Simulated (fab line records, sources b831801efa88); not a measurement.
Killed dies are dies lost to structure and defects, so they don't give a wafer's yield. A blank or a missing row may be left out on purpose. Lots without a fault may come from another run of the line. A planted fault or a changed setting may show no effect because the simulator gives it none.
fab line records | flow sky130
record lots=13 wafers=39 last_day=50
route steps=708 shown LDD_P@261
lots that met no fault: from a run of the same line without faults
start_h: hours from the record's first day to the start of the lot's first wafer shown | wait_h: hours since the lot's step before | " the same as in the row above | L1.1+2: a row that stands for several wafers | - no value, or no start given | * or withheld: withheld | < > ~ a bound
route shown NAME@n: a module of which the file shows steps, and the number in the route of the first | usual: mean/standard deviation of fault-free wafers | same: alike in all rows | chamber/n: place in a boat | sites: the reading at each site | _std_site: their standard deviation | _edge_site: outer sites' mean less inner sites' | radius_mm: how far each site lies from the wafer's centre | mask NAME#n: copy n | behind: the tool/chamber that last shaped the wafer | hold: why the lot was held/for how many hours/how that ended | device: the transistor (n, p or np) that didn't switch | end of line: the same wafers' tests at the end of the route | a step without rows: its recipe alone | killed: dies lost to structure and defects at the first sort, not the wafer's yield | map: a wafer's dies, x killed, . not, _ none there
set.NAME: the setting as run; set.NAME@STEP: as run at that earlier step | model.NAME: the simulator's own value behind a step, which no gauge read
steps of the route over a sample of lots; a table a step, a row a wafer
## steps
# step SKY_LDD_P_DEVELOP_06
# recipe resist=NOVOLAK developer=TMAH develop_time_s=60 dev_temp_c=23
# usual resist_line_temp_C=23.00/0.11
# columns lot.wafer tool chamber start_h wait_h resist_line_temp_C
L454.1 litho_track-01 0 436.27 0.1 22.79
L454.3 " 0 " " 22.91
L454.6 " 0 " " 22.90
L456.1 litho_track-04 0 450.94 0.1 23.07
L456.2 " 0 " " 23.09
L456.5 " 0 " " 23.12
L457.1 litho_track-01 0 458.82 0.1 23.10
L457.2 " 0 " " 22.92
L457.3 " 0 " " 22.86
L458.1 litho_track-02 0 470.41 0.1 22.89
L458.3 " 0 " " 22.91
L458.6 " 0 " " 22.95
L459.3 litho_track-02 0 477.26 0.1 22.76
L459.4 " 0 " " 22.98
L459.5 " 0 " " 22.79
L461.3 litho_track-01 0 500.62 0.1 22.95
L461.4 " 0 " " 22.97
L461.6 " 0 " " 23.06
L462.1 litho_track-04 0 503.34 0.1 23.01
L462.2 " 0 " " 22.87
L462.4 " 0 " " 22.85
L471.1 litho_track-04 0 583.19 0.1 23.10
L471.5 " 0 " " 23.07
L471.6 " 0 " " 23.06
L473.1 litho_track-04 0 600.39 0.1 23.18
L473.3 " 0 " " 23.09
L473.4 " 0 " " 22.99
L474.2 litho_track-01 0 604.95 0.1 23.14
L474.4 " 0 " " 22.96
L474.5 " 0 " " 23.01
L475.2 litho_track-01 0 610.30 0.1 22.97
L475.4 " 0 " " 22.94
L475.6 " 0 " " 22.98
L476.4 litho_track-02 0 627.43 0.1 23.14
L476.5 " 0 " " 23.03
L476.6 " 0 " " 23.04
L477.1 litho_track-01 0 631.47 0.1 23.13
L477.4 " 0 " " 23.08
L477.5 " 0 " " 23.18
# step SKY_LDD_P_CD_MEAS_07
# recipe target_cd_nm=380
# usual cd_nm=380.5/2.3
# columns lot.wafer tool chamber start_h wait_h hold cd_nm
L454.1 cd_sem-02 - 436.42 0.1 - 380.3
L454.3 " - " " - 378.3
L454.6 " - " " - 379.6
L456.1 cd_sem-02 - 451.09 0.1 - 382.8
L456.2 " - " " - 384.5
L456.5 " - " " - 386.9
L457.1 cd_sem-02 - 458.97 0.1 - 379.8
L457.2 " - " " - 380.7
L457.3 " - " " - 379.0
L458.1 cd_sem-02 - 470.56 0.1 - 377.6
L458.3 " - " " - 377.2
L458.6 " - " " - 378.0
L459.3 cd_sem-02 - 477.40 0.1 - 381.5
L459.4 " - " " - 380.2
L459.5 " - " " - 380.1
L461.3 cd_sem-01 - 500.76 0.1 await_dispo/0.2h/release 375.8
L461.4 " - " " await_dispo/0.2h/release 374.2
L461.6 " - " " await_dispo/0.2h/release 374.0
L461.3 cd_sem-01 - 501.05 0.3 - 375.4
L461.4 " - " " - 374.3
L461.6 " - " " - 373.9
L462.1 cd_sem-01 - 503.49 0.1 - 378.7
L462.2 " - " " - 379.8
L462.4 " - " " - 380.3
L471.1 cd_sem-01 - 583.34 0.1 - 380.0
L471.5 " - " " - 379.8
L471.6 " - " " - 378.4
L473.1 cd_sem-02 - 600.54 0.1 - 376.8
L473.3 " - " " - 374.6
L473.4 " - " " - 376.2
L474.2 cd_sem-02 - 605.09 0.1 - 380.5
L474.4 " - " " - 381.3
L474.5 " - " " - 380.1
L475.2 cd_sem-02 - 610.44 0.1 - 381.5
L475.4 " - " " - 379.4
L475.6 " - " " - 378.3
L476.4 cd_sem-01 - 627.57 0.1 - 382.4
L476.5 " - " " - 380.3
L476.6 " - " " - 383.7
L477.1 cd_sem-01 - 631.62 0.1 - 384.5
L477.4 " - " " - 379.3
L477.5 " - " " - 381.2
## key
first_sign step=SKY_LDD_P_CD_MEAS_07 reading=visit direction=added
effect step=SKY_LDD_P_CD_MEAS_07 reading=cd_nm direction=down sigmas=2.6 usual=380.5 struck=374.7
met_at SKY_LDD_P_DEVELOP_06
struck_lots L461
tester_left_out L461
onset_between 458.82 500.62
fault kind=process_parameter_drift tool=litho_track-01 chamber=- onset_h=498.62 steps=SKY_LDD_P_DEVELOP_06 channel=develop_time_s offset=* shape=step end_h=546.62 acts_in=* stated=*
# tester_left_out: of these lots the tester's yield and bins aren't shown, on N5 and GAA mostly nor the transistor test; their killed dies are dies lost to structure and defects alone, not to doping, threshold or leakage, so they don't give the yield
